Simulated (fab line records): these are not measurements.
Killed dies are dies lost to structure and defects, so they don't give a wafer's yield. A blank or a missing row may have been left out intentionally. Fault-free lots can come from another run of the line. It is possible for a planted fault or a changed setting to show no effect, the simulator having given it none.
fab line records + flow sfq-line
[record]
- lots = 14
- wafers = 42
- last-day = 85
route steps=325 shown M7@286
lots that met no fault: taken from a fault-free run of the same line
start-h: hours from the record's opening day to when the first of the lot's shown wafers began + wait-h: hours elapsed since this lot's preceding step + " unchanged from the row above + L1.1+2: one row covering several wafers at once + - no value present, or no start provided + * or withheld: withheld + < > ~ a bound
route shown NAME@n: names a module that has steps shown in the file, with the first one's number in the route + usual: average and standard deviation across the fault-free wafers + same: alike in all rows + chamber/n: place in a boat + sites: the reading at each site + _std_site: how widely they spread, as a standard deviation + _edge_site: mean of outer sites minus mean of inner sites + radius-mm: for every site, how far away it sits from the centre of the wafer + mask NAME#n: copy n + behind: the last tool/chamber to shape the wafer + hold: cause of the lot's hold/its duration in hours/its outcome + device: whichever transistor did not switch (one of n, p or np) + end of line: tests of these same wafers at the route's end + for a step that has no rows: nothing shown but its recipe + killed: dies lost to structure and defects at the first sort, not the wafer's yield + map: a wafer's dies, x killed, . not, _ none there
set.NAME: the setting the step ran with; set.NAME@STEP: the setting that earlier step ran with + model.NAME: the simulator's own value behind a step, which no gauge read
one table for each step of the route and one row for each wafer, over a sample of lots
[[steps]]
[step SFQ_TRILAYER_M7_LITHO_COAT_177]
[recipe]
- resist = KrF
- spin-rpm = 3000
- resist-thk-nm = 600
[usual]
- spin-speed-rpm = 2999.9/1.9
| lot.wafer | tool           | chamber | start-h | wait-h | spin-speed-rpm |
|-----------|----------------|---------|---------|--------|----------------|
| L944.1    | litho-track-01 | 0       | 1680.09 | 0.2    | 2999.5         |
| L944.2    | "              | 0       | "       | "      | 2999.0         |
| L944.6    | "              | 0       | "       | "      | 3001.8         |
| L945.2    | litho-track-01 | 0       | 1682.43 | 0.2    | 2999.5         |
| L945.3    | "              | 0       | "       | "      | 2999.6         |
| L945.4    | "              | 0       | "       | "      | 3000.2         |
| L947.2    | litho-track-02 | 0       | 1690.83 | 0.2    | 3001.2         |
| L947.3    | "              | 0       | "       | "      | 2997.9         |
| L947.5    | "              | 0       | "       | "      | 3001.9         |
| L949.4    | litho-track-02 | 0       | 1734.43 | 0.2    | 3002.6         |
| L949.5    | "              | 0       | "       | "      | 3002.4         |
| L949.6    | "              | 0       | "       | "      | 3000.3         |
| L951.1    | litho-track-02 | 0       | 1738.92 | 0.2    | 3001.0         |
| L951.2    | "              | 0       | "       | "      | 3000.5         |
| L951.5    | "              | 0       | "       | "      | 2998.3         |
| L953.2    | litho-track-01 | 0       | 1753.48 | 0.2    | 3001.1         |
| L953.4    | "              | 0       | "       | "      | 2999.7         |
| L953.6    | "              | 0       | "       | "      | 2998.9         |
| L954.3    | litho-track-03 | 0       | 1763.58 | 0.2    | 3002.2         |
| L954.4    | "              | 0       | "       | "      | 3000.1         |
| L954.5    | "              | 0       | "       | "      | 3002.9         |
| L958.2    | litho-track-03 | 0       | 1795.28 | 0.2    | 2789.1         |
| L958.5    | "              | 0       | "       | "      | 2788.5         |
| L958.6    | "              | 0       | "       | "      | 2789.5         |
| L959.1    | litho-track-03 | 0       | 1797.00 | 0.2    | 2788.2         |
| L959.4    | "              | 0       | "       | "      | 2790.3         |
| L959.6    | "              | 0       | "       | "      | 2788.8         |
| L960.3    | litho-track-01 | 0       | 1801.90 | 0.2    | 2996.5         |
| L960.4    | "              | 0       | "       | "      | 3001.1         |
| L960.6    | "              | 0       | "       | "      | 3001.3         |
| L963.1    | litho-track-01 | 0       | 1818.60 | 0.2    | 3000.4         |
| L963.2    | "              | 0       | "       | "      | 3000.3         |
| L963.6    | "              | 0       | "       | "      | 3001.9         |
| L964.2    | litho-track-02 | 0       | 1819.85 | 0.2    | 3000.0         |
| L964.3    | "              | 0       | "       | "      | 2997.9         |
| L964.6    | "              | 0       | "       | "      | 3005.2         |
| L965.1    | litho-track-02 | 0       | 1822.22 | 0.2    | 3000.9         |
| L965.2    | "              | 0       | "       | "      | 2997.9         |
| L965.3    | "              | 0       | "       | "      | 2994.1         |
| L967.1    | litho-track-01 | 0       | 1856.86 | 0.2    | 3000.1         |
| L967.5    | "              | 0       | "       | "      | 3000.7         |
| L967.6    | "              | 0       | "       | "      | 2996.7         |
[[key]]
[first-sign]
- step = SFQ_TRILAYER_M7_LITHO_COAT_177
- reading = spin-speed-rpm
- direction = down
- sigmas = 99+
- usual = 2999.9
- struck = 2789.1
effect none on later readings
met-at SFQ_TRILAYER_M7_LITHO_COAT_177
struck-lots L958,L959
onset-between 1763.58 1795.28
[fault]
- kind = process-parameter-drift
- tool = litho-track-03
- chamber = -
- onset-h = 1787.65
- steps = SFQ_TRILAYER_M7_LITHO_COAT_177
- channel = spin-rpm
- offset = -209.79
- shape = step
- end-h = 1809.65
- acts-in = these-recipes-only
- stated = 3000
